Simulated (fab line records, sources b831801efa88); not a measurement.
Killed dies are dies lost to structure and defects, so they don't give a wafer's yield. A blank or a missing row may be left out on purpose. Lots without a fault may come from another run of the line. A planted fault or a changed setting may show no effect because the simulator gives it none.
fab line records | flow gf180mcu
record lots=5 wafers=15 last_day=30
route steps=602 shown M3@418 V3@429 M4@456
lots that met no fault: from a run of the same line without faults
start_h: hours from the record's first day to the start of the lot's first wafer shown | wait_h: hours since the lot's step before | " the same as in the row above | L1.1+2: a row that stands for several wafers | - no value, or no start given | * or withheld: withheld | < > ~ a bound
route shown NAME@n: a module of which the file shows steps, and the number in the route of the first | usual: mean/standard deviation of fault-free wafers | same: alike in all rows | chamber/n: place in a boat | sites: the reading at each site | _std_site: their standard deviation | _edge_site: outer sites' mean less inner sites' | radius_mm: how far each site lies from the wafer's centre | mask NAME#n: copy n | behind: the tool/chamber that last shaped the wafer | hold: why the lot was held/for how many hours/how that ended | device: the transistor (n, p or np) that didn't switch | end of line: the same wafers' tests at the end of the route | a step without rows: its recipe alone | killed: dies lost to structure and defects at the first sort, not the wafer's yield | map: a wafer's dies, x killed, . not, _ none there
set.NAME: the setting as run; set.NAME@STEP: as run at that earlier step | model.NAME: the simulator's own value behind a step, which no gauge read
lots at some steps of the route; a table a step, a row a wafer
services: from which hour (start_h, from the record's first day; less than 0 if before it) a tool's chamber was out of use, for how many hours, and why
## steps
# step GF_M3_COAT_09
# recipe resist=KrF spin_rpm=withheld resist_thk_nm=1000
# columns lot.wafer tool chamber start_h wait_h
L075.2+3+4 litho_track-01 0 463.16 0.1
L076.1+3+4 litho_track-02 0 495.91 0.1
L080.1+3+4 litho_track-01 0 519.14 0.1
L081.1+3+4 litho_track-01 0 536.89 0.1
L083.3+5+6 litho_track-03 0 542.04 0.1
# step GF_M3_SOFTBAKE_10
# recipe temp_c=129.2 time_s=60 resist=KrF
# columns lot.wafer tool chamber start_h wait_h
L075.2+3+4 litho_track-01 0 463.31 0.1
L076.1+3+4 litho_track-02 0 496.06 0.1
L080.1+3+4 litho_track-01 0 519.29 0.1
L081.1+3+4 litho_track-01 0 537.04 0.1
L083.3+5+6 litho_track-03 0 542.19 0.1
# step GF_M3_EXPOSE_11
# recipe mask_id=Metal3 target_cd_nm=280 na=0.68 source_shape=conventional sigma_outer=0.6 dose_mj=28
# usual stage_vel_mm_s=499.98/0.25
# columns lot.wafer tool chamber start_h wait_h mask stage_vel_mm_s
L075.2 krf_scanner-01 0 - - Metal3#0 499.88
L075.3 " 0 " " Metal3#0 499.81
L075.4 " 0 " " Metal3#0 499.67
L076.1 krf_scanner-02 0 - - Metal3#0 499.68
L076.3 " 0 " " Metal3#0 499.72
L076.4 " 0 " " Metal3#0 499.80
L080.1 krf_scanner-02 0 - - Metal3#0 500.14
L080.3 " 0 " " Metal3#0 500.00
L080.4 " 0 " " Metal3#0 500.11
L081.1 krf_scanner-01 0 - - Metal3#0 499.47
L081.3 " 0 " " Metal3#0 499.83
L081.4 " 0 " " Metal3#0 499.81
L083.3 krf_scanner-02 0 - - Metal3#0 499.55
L083.5 " 0 " " Metal3#0 500.06
L083.6 " 0 " " Metal3#0 499.57
# step GF_M3_PEB_12
# recipe peb_temp_c=135 peb_time_s=90 resist=KrF
# columns lot.wafer tool chamber start_h wait_h
L075.2+3+4 litho_track-01 0 - -
L076.1+3+4 litho_track-02 0 - -
L080.1+3+4 litho_track-02 0 - -
L081.1+3+4 litho_track-01 0 - -
L083.3+5+6 litho_track-03 0 - -
# step GF_M3_DEVELOP_13
# recipe develop_time_s=60 dev_temp_c=21
# same develop_time_s=60
# columns lot.wafer tool chamber start_h wait_h
L075.2+3+4 litho_track-01 0 475.86 0.2
L076.1+3+4 litho_track-02 0 508.26 0.2
L080.1+3+4 litho_track-02 0 531.60 0.2
L081.1+3+4 litho_track-01 0 549.24 0.2
L083.3+5+6 litho_track-03 0 554.29 0.1
# step GF_M3_CD_MEAS_14
# recipe target_cd_nm=280
# usual cd_nm=279.9/1
# columns lot.wafer tool chamber start_h wait_h cd_nm
L075.2 cd_sem-02 - 476.01 0.1 280.0
L075.3 " - " " 279.8
L075.4 " - " " 278.9
L076.1 cd_sem-02 - 508.41 0.1 282.3
L076.3 " - " " 281.1
L076.4 " - " " 281.9
L080.1 cd_sem-02 - 531.75 0.1 282.8
L080.3 " - " " 280.8
L080.4 " - " " 280.8
L081.1 cd_sem-02 - 549.39 0.1 280.6
L081.3 " - " " 281.6
L081.4 " - " " 280.3
L083.3 cd_sem-02 - 554.43 0.1 279.8
L083.5 " - " " 279.4
L083.6 " - " " 279.2
# step GF_M3_OVL_MEAS_15
# usual M3_OVL=2/5.9
# columns lot.wafer tool chamber start_h wait_h M3_OVL[nm]
L075.2 overlay-02 - 476.11 0.1 6
L075.3 " - " " -7
L075.4 " - " " -4
L076.1 overlay-01 - 508.53 0.1 0
L076.3 " - " " 7
L076.4 " - " " 3
L080.1 overlay-02 - 531.87 0.1 3
L080.3 " - " " -2
L080.4 " - " " 4
L081.1 overlay-01 - 549.51 0.1 -2
L081.3 " - " " -4
L081.4 " - " " 0
L083.3 overlay-02 - 554.52 0.1 2
L083.5 " - " " 5
L083.6 " - " " 3
# step GF_M3_METAL_ETCH_16
# recipe chemistry=Cl2/BCl3 mask_material=KrF target_depth_nm=750.8 stop_on=SiO2 pressure_mtorr=8 icp_w=800 bias_w=140 Cl2_flow_sccm=80 bcl3_flow_sccm=40 time_s=125.1
# usual drypump_motor_current_A=5.99/0.28 he_backside_leak_sccm=3.35/0.15 oes_product_au=0.992/0.0053 throttle_valve_pct=28.229/0.0092
# columns lot.wafer tool chamber start_h wait_h drypump_motor_current_A he_backside_leak_sccm oes_product_au rf_hours_counter_h throttle_valve_pct
L075.2 rie_metal-04 1 476.14 0.0 6.34 3.14 0.989 5 28.238
L075.3 " 0 " " 6.35 3.19 0.994 - 28.207
L075.4 " 1 " " 6.35 3.19 0.988 - 28.234
L076.1 rie_metal-02 0 508.56 0.0 5.74 3.31 0.991 6 28.221
L076.3 " 0 " " 5.75 3.26 0.986 - 28.224
L076.4 " 1 " " 5.82 3.46 0.991 - 28.242
L080.1 rie_metal-01 1 531.91 0.0 5.59 3.35 0.989 12 28.221
L080.3 " 1 " " 5.61 3.22 0.990 - 28.227
L080.4 " 0 " " 5.97 3.46 0.990 - 28.231
L081.1 rie_metal-01 0 549.54 0.0 5.96 3.47 0.992 9 28.230
L081.3 " 0 " " 5.95 3.49 0.990 - 28.231
L081.4 " 1 " " 5.57 3.57 0.985 - 28.224
L083.3 rie_metal-01 1 554.59 0.1 5.57 3.33 0.996 - 28.225
L083.5 " 0 " " 5.95 3.41 1.002 - 28.218
L083.6 " 1 " " 5.56 3.32 0.992 - 28.234
# step GF_M3_STRIP_17
# recipe chemistry=O2/N2 power_w=1400 pressure_mtorr=1500 platen_temp_c=250 o2_flow_sccm=3000 n2_flow_sccm=300 overash_fraction=0.5
# usual drypump_motor_current_A=5.8/0.33 heater_power_w=325/16 oes_product_au=0.537/0.0047 strip_time_to_endpoint_s=7.38/0.043
# same overash_fraction=0.5
# columns lot.wafer tool chamber start_h wait_h drypump_motor_current_A heater_power_w oes_product_au rf_hours_counter_h strip_time_to_endpoint_s
L075.2 plasma_asher-04 0 476.27 0.1 5.8 339 0.527 40 7.35
L075.3 " 0 " " 5.8 328 0.532 - 7.32
L075.4 " 1 " " 5.5 315 0.544 - 7.35
L076.1 plasma_asher-02 0 508.69 0.1 6.2 331 0.537 8 7.41
L076.3 " 0 " " 6.3 333 0.545 - 7.40
L076.4 " 1 " " 5.5 346 0.544 - 7.42
L080.1 plasma_asher-03 0 532.04 0.1 6.2 293 0.539 72 7.44
L080.3 " 1 " " 5.5 313 0.543 - 7.43
L080.4 " 0 " " 6.2 301 0.536 - 7.39
L081.1 plasma_asher-02 1 549.67 0.1 5.5 345 0.533 12 7.33
L081.3 " 1 " " 5.5 345 0.536 - 7.37
L081.4 " 0 " " 6.2 340 0.530 - 7.35
L083.3 plasma_asher-04 1 554.71 0.1 5.5 326 0.534 - 7.33
L083.5 " 0 " " 5.8 334 0.533 - 7.34
L083.6 " 1 " " 5.5 323 0.538 - 7.36
# step GF_M3_STRIP_18
# recipe chemistry=post_etch_residue_remover time_s=1200 temp_c=72.5
# columns lot.wafer tool chamber start_h wait_h
L075.2+3+4 wet_bench-04 0 476.37 0.1
L076.1+3+4 wet_bench-03 1 508.79 0.1
L080.1+3+4 wet_bench-03 2 532.14 0.1
L081.1+3+4 wet_bench-03 3 549.77 0.1
L083.3+5+6 wet_bench-02 2 554.77 0.0
# step GF_M3_CLEAN_19
# recipe chemistry=DIW dry=n2_spin
# columns lot.wafer tool chamber start_h wait_h
L075.2+3+4 wet_bench-02 0 477.74 0.0
L076.1+3+4 wet_bench-02 3 509.13 0.0
L080.1+3+4 wet_bench-02 1 532.48 0.0
L081.1+3+4 wet_bench-02 3 550.15 0.0
L083.3+5+6 wet_bench-04 2 555.15 0.0
# step GF_V3_CVD_00
# recipe material=SiO2 target_thk_nm=600 sigma_open_frac=0.3 temp_c=400 time_s=100 sih4_flow_sccm=60 pressure_mtorr=6
# columns lot.wafer tool chamber start_h wait_h
L075.2+3+4 hdpcvd-02 2,1,1 477.83 0.0
L076.1+3+4 hdpcvd-01 2,0,0 509.22 0.0
L080.1+3+4 hdpcvd-01 0,0,2 532.57 0.0
L081.1+3+4 hdpcvd-02 1,0,1 550.25 0.0
L083.3+5+6 hdpcvd-01 0,1,0 555.24 0.0
# step GF_V3_THK_MEAS_01
# recipe reads=SiO2_of_V3_CVD_00
# usual V3_CVD_00_THK=602/7
# columns lot.wafer tool chamber start_h wait_h V3_CVD_00_THK[nm]
L075.2 film_metro-04 - 477.91 0.0 580
L075.3 " - " " 591
L075.4 " - " " 599
L076.1 film_metro-04 - 509.30 0.0 606
L076.3 " - " " 606
L076.4 " - " " 611
L080.1 film_metro-03 - 532.68 0.1 593
L080.3 " - " " 594
L080.4 " - " " 601
L081.1 film_metro-04 - 550.32 0.0 604
L081.3 " - " " 606
L081.4 " - " " 613
L083.3 film_metro-03 - 555.33 0.1 604
L083.5 " - " " 600
L083.6 " - " " 604
# step GF_V3_CVD_02
# recipe material=SiO2 target_thk_nm=850 precursor=TEOS temp_c=400 time_s=94.851 rf_w=600
# usual heater_power_w=722/110
# columns lot.wafer tool chamber start_h wait_h heater_power_w
L075.2 pecvd-01 0 477.96 0.0 585
L075.3 " 1 " " 704
L075.4 " 2 " " 532
L076.1 pecvd-03 0 509.36 0.1 683
L076.3 " 1 " " 633
L076.4 " 0 " " 742
L080.1 pecvd-02 2 532.74 0.1 686
L080.3 " 1 " " 791
L080.4 " 1 " " 838
L081.1 pecvd-01 1 550.38 0.1 704
L081.3 " 2 " " 584
L081.4 " 1 " " 732
L083.3 pecvd-02 1 555.37 0.0 817
L083.5 " 1 " " 863
L083.6 " 2 " " 554
# step GF_V3_THK_MEAS_03
# recipe reads=SiO2_of_V3_CVD_02
# usual V3_CVD_02_THK=852/13
# columns lot.wafer tool chamber start_h wait_h V3_CVD_02_THK[nm]
L075.2 film_metro-03 - 478.04 0.0 858
L075.3 " - " " 858
L075.4 " - " " 856
L076.1 film_metro-01 - 509.43 0.0 854
L076.3 " - " " 840
L076.4 " - " " 871
L080.1 film_metro-04 - 532.81 0.0 829
L080.3 " - " " 841
L080.4 " - " " 860
L081.1 film_metro-03 - 550.45 0.0 841
L081.3 " - " " 843
L081.4 " - " " 852
L083.3 film_metro-01 - 555.46 0.1 849
L083.5 " - " " 859
L083.6 " - " " 852
# step GF_V3_CMP_04
# recipe material=SiO2 down_force_psi=4 platen_rpm=60 pad_velocity_m_s=0.94248
# usual motor_current_A=12.5/0.65 platen_rpm=60.00/0.039 time_to_endpoint_s=80/5.4
# columns lot.wafer tool chamber start_h wait_h motor_current_A platen_rpm time_to_endpoint_s
L075.2 cmp-02 3 478.09 0.0 12.9 60.01 78
L075.3 " 1 " " 12.4 59.99 79
L075.4 " 2 " " 12.0 60.04 78
L076.1 cmp-02 3 509.49 0.1 13.0 60.02 77
L076.4 " 0 " " 13.4 60.03 84
L076.3 " 1 " " 11.9 60.04 74
L080.1 cmp-01 2 532.87 0.1 12.7 59.90 73
L080.4 " 3 " " 12.1 60.03 87
L080.3 " 0 " " 11.4 59.99 79
L081.3 cmp-02 3 550.51 0.0 12.4 59.99 72
L081.4 " 0 " " 14.2 59.99 78
L081.1 " 1 " " 12.2 59.99 76
L083.3 cmp-02 2 555.55 0.1 12.7 59.96 80
L083.6 " 1 " " 11.7 59.97 80
L083.5 " 2 " " 12.7 59.98 84
# step GF_V3_BOW_MEAS_05
# recipe mode=bow
# usual V3_BOW=116/9.9
# columns lot.wafer tool chamber start_h wait_h V3_BOW[um]
L075.2 film_metro-04 - 478.41 0.3 105
L075.3 " - " " 105
L075.4 " - " " 105
L076.1 film_metro-01 - 509.79 0.2 125
L076.3 " - " " 113
L076.4 " - " " 116
L080.1 film_metro-04 - 533.17 0.2 118
L080.3 " - " " 100
L080.4 " - " " 121
L081.1 film_metro-04 - 550.81 0.1 112
L081.3 " - " " 120
L081.4 " - " " 111
L083.3 film_metro-01 - 555.84 0.2 122
L083.5 " - " " 119
L083.6 " - " " 110
# step GF_V3_DEHYDRATE_06
# recipe temp_c=200 time_s=60
# columns lot.wafer tool chamber start_h wait_h
L075.2+3+4 litho_track-02 0 490.08 11.6
L076.1+3+4 litho_track-01 0 521.44 11.6
L080.1+3+4 litho_track-02 0 543.65 10.5
L081.1+3+4 litho_track-02 0 561.20 10.4
L083.3+5+6 litho_track-01 0 565.74 9.9
# step GF_V3_HMDS_07
# recipe prime_time_s=60 prime_temp_c=120
# columns lot.wafer tool chamber start_h wait_h
L075.2+3+4 litho_track-02 0 490.23 0.1
L076.1+3+4 litho_track-01 0 521.59 0.1
L080.1+3+4 litho_track-02 0 543.80 0.1
L081.1+3+4 litho_track-02 0 561.35 0.1
L083.3+5+6 litho_track-01 0 565.89 0.1
# step GF_V3_COAT_08
# recipe resist=BARC temp_c=withheld time_s=withheld spin_rpm=withheld resist_thk_nm=withheld
# columns lot.wafer tool chamber start_h wait_h
L075.2+3+4 litho_track-02 0 490.38 0.1
L076.1+3+4 litho_track-01 0 521.74 0.1
L080.1+3+4 litho_track-02 0 543.95 0.1
L081.1+3+4 litho_track-02 0 561.50 0.1
L083.3+5+6 litho_track-01 0 566.04 0.1
# step GF_V3_COAT_09
# recipe resist=KrF spin_rpm=withheld resist_thk_nm=1000
# columns lot.wafer tool chamber start_h wait_h
L075.2+3+4 litho_track-02 0 - -
L076.1+3+4 litho_track-01 0 - -
L080.1+3+4 litho_track-02 0 - -
L081.1+3+4 litho_track-02 0 - -
L083.3+5+6 litho_track-01 0 - -
# step GF_V3_SOFTBAKE_10
# recipe temp_c=130 time_s=60 resist=KrF
# columns lot.wafer tool chamber start_h wait_h
L075.2+3+4 litho_track-02 0 - -
L076.1+3+4 litho_track-01 0 - -
L080.1+3+4 litho_track-02 0 - -
L081.1+3+4 litho_track-02 0 - -
L083.3+5+6 litho_track-01 0 - -
# step GF_V3_EXPOSE_11
# recipe mask_id=Via3 target_cd_nm=260 na=0.68 source_shape=conventional sigma_outer=0.6 dose_mj=38
# usual stage_vel_mm_s=499.91/0.23
# columns lot.wafer tool chamber start_h wait_h mask stage_vel_mm_s
L075.2 krf_scanner-01 0 - - Via3#0 500.13
L075.3 " 0 " " Via3#0 500.13
L075.4 " 0 " " Via3#0 499.89
L076.1 krf_scanner-02 0 - - Via3#0 500.20
L076.3 " 0 " " Via3#0 500.25
L076.4 " 0 " " Via3#0 500.02
L080.1 krf_scanner-01 0 - - Via3#0 499.81
L080.3 " 0 " " Via3#0 499.67
L080.4 " 0 " " Via3#0 499.59
L081.1 krf_scanner-02 0 - - Via3#0 499.87
L081.3 " 0 " " Via3#0 499.75
L081.4 " 0 " " Via3#0 499.91
L083.3 krf_scanner-01 0 - - Via3#0 500.04
L083.5 " 0 " " Via3#0 500.01
L083.6 " 0 " " Via3#0 499.58
# step GF_V3_PEB_12
# recipe peb_temp_c=135 peb_time_s=94.18 resist=KrF
# usual plate_sensor_t_centre_C=136.13/0.01 plate_sensor_t_edge_C=136.29/0.01
# columns lot.wafer tool chamber start_h wait_h plate_sensor_t_centre_C plate_sensor_t_edge_C
L075.2 litho_track-02 0 - - 136.12 136.29
L075.3 " 0 " " 136.11 136.31
L075.4 " 0 " " 136.14 136.28
L076.1 litho_track-04 0 - - 136.15 136.3
L076.3 " 0 " " 136.11 136.29
L076.4 " 0 " " 136.13 136.28
L080.1 litho_track-01 0 - - 136.13 136.29
L080.3 " 0 " " 136.11 136.31
L080.4 " 0 " " 136.14 136.29
L081.1 litho_track-04 0 - - 136.13 136.29
L081.3 " 0 " " 136.13 136.29
L081.4 " 0 " " 136.14 136.29
L083.3 litho_track-04 0 - - 136.13 136.31
L083.5 " 0 " " 136.14 136.29
L083.6 " 0 " " 136.13 136.3
# step GF_V3_DEVELOP_13
# recipe develop_time_s=60 resist=KrF dev_temp_c=21
# same develop_time_s=60
# columns lot.wafer tool chamber start_h wait_h
L075.2+3+4 litho_track-02 0 503.18 0.2
L076.1+3+4 litho_track-04 0 533.97 0.2
L080.1+3+4 litho_track-01 0 556.09 0.2
L081.1+3+4 litho_track-04 0 573.92 0.2
L083.3+5+6 litho_track-04 0 577.97 0.1
# step GF_V3_CD_MEAS_14
# recipe target_cd_nm=260
# usual cd_nm=260.0/1.1
# columns lot.wafer tool chamber start_h wait_h cd_nm
L075.2 cd_sem-02 - 503.33 0.1 261.4
L075.3 " - " " 261.0
L075.4 " - " " 260.2
L076.1 cd_sem-01 - 534.12 0.1 258.9
L076.3 " - " " 259.5
L076.4 " - " " 259.5
L080.1 cd_sem-02 - 556.24 0.1 259.8
L080.3 " - " " 259.7
L080.4 " - " " 261.4
L081.1 cd_sem-01 - 574.07 0.1 260.6
L081.3 " - " " 259.8
L081.4 " - " " 259.3
L083.3 cd_sem-01 - 578.11 0.1 260.4
L083.5 " - " " 259.4
L083.6 " - " " 260.4
# step GF_V3_OVL_MEAS_15
# usual V3_OVL=4/6.3
# columns lot.wafer tool chamber start_h wait_h V3_OVL[nm]
L075.2 overlay-02 - 503.43 0.1 -4
L075.3 " - " " -10
L075.4 " - " " -8
L076.1 overlay-01 - 534.24 0.1 -6
L076.3 " - " " -8
L076.4 " - " " 1
L080.1 overlay-02 - 556.36 0.1 6
L080.3 " - " " 1
L080.4 " - " " 7
L081.1 overlay-02 - 574.19 0.1 11
L081.3 " - " " 4
L081.4 " - " " 5
L083.3 overlay-02 - 578.20 0.1 5
L083.5 " - " " 3
L083.6 " - " " 0
# step GF_V3_ETCH_16
# recipe chemistry=N2/H2 target_depth_a=withheld overetch_a=withheld time_s=withheld target=BARC ion_energy_ev=200 source_w=500 bias_w=100 pressure_mtorr=30 n2_flow_sccm=100 h2_flow_sccm=200
# usual drypump_motor_current_A=5.7/0.46 oes_product_au=0.855/0.0047 throttle_valve_pct=13.225/0.0091
# columns lot.wafer tool chamber start_h wait_h drypump_motor_current_A oes_product_au throttle_valve_pct
L075.2 rie_diel-03 2 503.46 0.0 6.0 0.859 13.213
L075.3 " 1 " " 5.3 0.851 13.219
L075.4 " 0 " " 6.4 0.857 13.217
L076.1 rie_diel-03 0 534.27 0.0 6.4 0.852 13.232
L076.3 " 3 " " 5.8 0.850 13.225
L076.4 " 3 " " 5.8 0.855 13.213
L080.1 rie_diel-04 0 556.39 0.0 6.4 0.845 13.226
L080.3 " 3 " " 5.4 0.852 13.227
L080.4 " 3 " " 5.4 0.846 13.209
L081.1 rie_diel-02 3 574.22 0.0 5.4 0.855 13.222
L081.3 " 1 " " 6.2 0.853 13.221
L081.4 " 2 " " 5.5 0.857 13.225
L083.3 rie_diel-02 0 578.22 0.0 5.5 0.854 13.225
L083.5 " 1 " " 6.3 0.857 13.246
L083.6 " 0 " " 5.4 0.848 13.209
# step GF_V3_ETCH_17
# recipe chemistry=C4F8/O2/Ar mask_material=KrF target=SiO2 stop_on=TiN source_w=1500 bias_w=1200 pressure_mtorr=40 c4f8_flow_sccm=withheld O2_flow_sccm=6 Ar_flow_sccm=300 time_s=withheld target_depth_a=6350
# usual oes_product_au=0.856/0.004
# columns lot.wafer tool chamber start_h wait_h oes_product_au
L075.2 rie_diel-03 2 - - 0.859
L075.3 " 1 " " 0.855
L075.4 " 0 " " 0.854
L076.1 rie_diel-03 0 - - 0.851
L076.3 " 3 " " 0.860
L076.4 " 3 " " 0.858
L080.1 rie_diel-04 0 - - 0.854
L080.3 " 3 " " 0.858
L080.4 " 3 " " 0.857
L081.1 rie_diel-02 3 - - 0.856
L081.3 " 1 " " 0.857
L081.4 " 2 " " 0.857
L083.3 rie_diel-02 0 - - 0.861
L083.5 " 1 " " 0.853
L083.6 " 0 " " 0.858
# step GF_V3_STRIP_18
# recipe chemistry=O2/N2 power_w=1400 pressure_mtorr=1500 platen_temp_c=250 o2_flow_sccm=3000 n2_flow_sccm=300 overash_fraction=0.5
# usual drypump_motor_current_A=5.8/0.31 heater_power_w=334/32 oes_product_au=0.592/0.0042
# same overash_fraction=0.5
# columns lot.wafer tool chamber start_h wait_h drypump_motor_current_A heater_power_w oes_product_au rf_hours_counter_h
L075.2 plasma_asher-02 0 503.59 - 6.2 337 0.590 7
L075.3 " 0 " " 6.2 332 0.592 -
L075.4 " 1 " " 5.5 345 0.593 -
L076.1 plasma_asher-02 0 534.40 - 6.2 340 0.590 10
L076.3 " 0 " " 6.2 332 0.584 -
L076.4 " 1 " " 5.5 338 0.590 -
L080.1 plasma_asher-02 1 556.52 - 5.5 344 0.594 13
L080.3 " 1 " " 5.5 335 0.594 -
L080.4 " 0 " " 6.2 338 0.584 -
L081.1 plasma_asher-01 1 574.35 - 5.5 298 0.600 91
L081.3 " 1 " " 5.5 298 0.593 -
L081.4 " 0 " " 5.8 387 0.598 -
L083.3 plasma_asher-03 0 578.39 - 6.2 296 0.593 -
L083.5 " 0 " " 6.2 305 0.591 -
L083.6 " 1 " " 5.4 327 0.596 -
# step GF_V3_STRIP_19
# recipe chemistry=post_etch_residue_remover time_s=1200 temp_c=72.5
# columns lot.wafer tool chamber start_h wait_h
L075.2+3+4 wet_bench-02 2 503.69 0.1
L076.1+3+4 wet_bench-03 2 534.50 0.1
L080.1+3+4 wet_bench-03 1 556.62 0.1
L081.1+3+4 wet_bench-01 2 574.45 0.1
L083.3+5+6 wet_bench-02 3 578.45 0.0
# step GF_V3_CLEAN_20
# recipe chemistry=DIW dry=n2_spin
# columns lot.wafer tool chamber start_h wait_h
L075.2+3+4 wet_bench-01 2 504.03 0.0
L076.1+3+4 wet_bench-02 2 534.85 0.0
L080.1+3+4 wet_bench-02 1 557.00 0.0
L081.1+3+4 wet_bench-03 0 574.80 0.0
L083.3+5+6 wet_bench-01 0 578.79 0.0
# step GF_V3_SPUTTER_21
# recipe material=Ti target_thk_nm=15 chamber_pressure_pa=5 power_w=2500 substrate_temp_c=200 time_s=80.02
# usual throttle_valve_pct=30.2/0.95
# columns lot.wafer tool chamber start_h wait_h throttle_valve_pct
L075.2 pvd_sputter-02 - 504.12 0.0 28.1
L075.3 " - " " 31.0
L075.4 " - " " 29.8
L076.1 pvd_sputter-03 - 534.95 0.0 30.3
L076.3 " - " " 30.5
L076.4 " - " " 30.5
L080.1 pvd_sputter-01 - 557.20 0.0 31.2
L080.3 " - " " 30.7
L080.4 " - " " 29.7
L081.1 pvd_sputter-03 - 574.89 0.0 31.1
L081.3 " - " " 31.4
L081.4 " - " " 29.9
L083.3 pvd_sputter-01 - 578.89 0.0 30.7
L083.5 " - " " 30.9
L083.6 " - " " 29.8
# step GF_V3_SPUTTER_22
# recipe material=TiN target_thk_nm=10 chamber_pressure_pa=5 power_w=4000 time_s=40
# usual throttle_valve_pct=30.2/0.94
# columns lot.wafer tool chamber start_h wait_h throttle_valve_pct
L075.2 pvd_sputter-02 - 504.18 0.0 28.1
L075.3 " - " " 31.1
L075.4 " - " " 29.8
L076.1 pvd_sputter-03 - 535.01 0.0 29.9
L076.3 " - " " 30.7
L076.4 " - " " 30.7
L080.1 pvd_sputter-01 - 557.26 0.0 31.2
L080.3 " - " " 30.8
L080.4 " - " " 29.7
L081.1 pvd_sputter-03 - 574.95 0.0 31.0
L081.3 " - " " 31.6
L081.4 " - " " 30.0
L083.3 pvd_sputter-01 - 578.95 0.0 30.6
L083.5 " - " " 31.2
L083.6 " - " " 30.0
# step GF_V3_CVD_23
# recipe material=W target_thk_nm=350 time_s=104.9 temp_c=400 pressure_torr=40
# usual heater_power_w=824/78
# columns lot.wafer tool chamber start_h wait_h heater_power_w
L075.2 cvd_w-01 1 504.22 0.0 936
L075.3 " 0 " " 726
L075.4 " 1 " " 935
L076.1 cvd_w-02 1 535.05 0.0 816
L076.3 " 1 " " 834
L076.4 " 1 " " 828
L080.1 cvd_w-02 1 557.30 0.0 800
L080.3 " 0 " " 814
L080.4 " 1 " " 831
L081.1 cvd_w-01 0 574.99 0.0 727
L081.3 " 1 " " 929
L081.4 " 0 " " 713
L083.3 cvd_w-02 1 579.02 0.1 814
L083.5 " 1 " " 800
L083.6 " 0 " " 827
# step GF_V3_RS_MEAS_24
# recipe thk_meas_gauge=four-point-probe reads=W_of_V3_CVD_23+TiN_of_V3_SPUTTER_22+Ti_of_V3_SPUTTER_21
# usual V3_W_RS=0.328/0.0036
# columns lot.wafer tool chamber start_h wait_h V3_W_RS[ohm/sq]
L075.2 film_metro-01 - 504.36 0.1 0.328
L075.3 " - " " 0.334
L075.4 " - " " 0.329
L076.1 film_metro-03 - 535.27 0.2 0.325
L076.3 " - " " 0.324
L076.4 " - " " 0.324
L080.1 film_metro-01 - 557.41 0.1 0.327
L080.3 " - " " 0.329
L080.4 " - " " 0.325
L081.1 film_metro-03 - 575.10 0.1 0.328
L081.3 " - " " 0.322
L081.4 " - " " 0.326
L083.3 film_metro-04 - 579.14 0.1 0.328
L083.5 " - " " 0.325
L083.6 " - " " 0.326
# step GF_V3_THK_MEAS_25
# recipe thk_meas_gauge=xrf reads=W_of_V3_CVD_23
# usual V3_W_THK=346/4.6
# columns lot.wafer tool chamber start_h wait_h V3_W_THK[nm]
L075.2 film_metro-01 - 504.47 0.1 351
L075.3 " - " " 348
L075.4 " - " " 351
L076.1 film_metro-03 - 535.39 0.1 347
L076.3 " - " " 346
L076.4 " - " " 348
L080.1 film_metro-01 - 557.53 0.1 355
L080.3 " - " " 354
L080.4 " - " " 358
L081.1 film_metro-03 - 575.22 0.1 350
L081.3 " - " " 356
L081.4 " - " " 350
L083.3 film_metro-04 - 579.24 0.1 346
L083.5 " - " " 347
L083.6 " - " " 348
# step GF_V3_CMP_26
# recipe stop_on=SiO2 down_force_psi=3.5 platen_rpm=60 t_overpolish_s=15 target_thk_nm=0 pad_velocity_m_s=0.94248
# usual motor_current_A=11.4/0.56 overpolish_run_s=15.000/0.0099 platen_rpm=60.00/0.037 time_to_endpoint_s=83/3
# columns lot.wafer tool chamber start_h wait_h motor_current_A overpolish_run_s platen_rpm time_to_endpoint_s
L075.2 cmp-01 3 504.52 0.0 11.1 15.011 60.04 83
L075.3 " 0 " " 10.4 14.991 60.04 87
L075.4 " 1 " " 11.9 15.005 60.01 84
L076.3 cmp-02 1 535.45 0.0 11.3 14.991 60.02 82
L076.1 " 2 " " 11.3 15.005 60.02 85
L076.4 " 3 " " 11.5 14.983 60.03 81
L080.3 cmp-01 1 557.59 0.0 11.8 14.977 60.04 84
L080.1 " 2 " " 11.1 14.980 60.00 87
L080.4 " 3 " " 11.7 15.001 59.98 87
L081.4 cmp-02 3 575.28 0.0 10.7 15.015 59.98 84
L081.1 " 0 " " 12.5 15.011 60.00 84
L081.3 " 1 " " 12.3 15.005 60.00 89
L083.3 cmp-02 1 579.43 0.2 11.8 14.996 59.98 80
L083.6 " 2 " " 11.4 15.003 60.06 82
L083.5 " 3 " " 11.4 14.996 59.97 81
# step GF_M4_SPUTTER_00
# recipe material=Ti target_thk_nm=37.5 arriving_ion_energy_ev=80 substrate_temp_c=200 chamber_pressure_pa=2 power_w=4000 time_s=150
# usual throttle_valve_pct=30.4/0.9
# columns lot.wafer tool chamber start_h wait_h throttle_valve_pct
L075.2 pvd_sputter-03 - 504.82 0.2 30.6
L075.3 " - " " 30.8
L075.4 " - " " 31.6
L076.1 pvd_sputter-03 - 535.75 0.2 31.6
L076.3 " - " " 30.7
L076.4 " - " " 30.5
L080.1 pvd_sputter-03 - 557.89 0.2 31.6
L080.3 " - " " 30.7
L080.4 " - " " 30.2
L081.1 pvd_sputter-04 - 575.58 0.2 30.8
L081.3 " - " " 30.8
L081.4 " - " " 28.6
L083.3 pvd_sputter-02 - 579.58 0.1 30.9
L083.5 " - " " 30.5
L083.6 " - " " 28.1
## services
# columns tool chamber start_h hours kind
pvd_sputter-02 - 439.97 6.6 repair
rie_diel-02 - 443.26 2.8 pm
krf_scanner-02 - 443.33 1.0 pm
rie_diel-02 2 453.74 8.9 repair
plasma_asher-02 - 456.56 2.8 pm
rie_metal-01 - 457.77 1.0 repair
krf_scanner-02 - 461.84 1.3 pm
krf_scanner-02 - 464.00 2.3 repair
krf_scanner-01 - 468.08 1.0 pm
cvd_w-02 1 476.86 15.1 repair
cmp-01 - 481.90 4.4 pm
cvd_w-02 - 489.12 14.6 pm
krf_scanner-01 - 493.49 1.3 pm
cmp-02 - 495.75 0.7 repair
cvd_w-02 - 503.72 6.9 pm
rie_diel-02 0 507.74 6.0 repair
rie_diel-03 0 516.11 16.9 repair
plasma_asher-02 - 526.84 3.7 repair
cmp-02 - 552.60 0.4 repair
krf_scanner-01 - 555.26 0.8 pm
rie_diel-02 2 560.54 7.9 repair
rie_diel-02 - 561.38 0.4 repair
krf_scanner-02 - 563.13 0.8 pm
krf_scanner-02 - 576.76 6.8 repair
## key
fault none
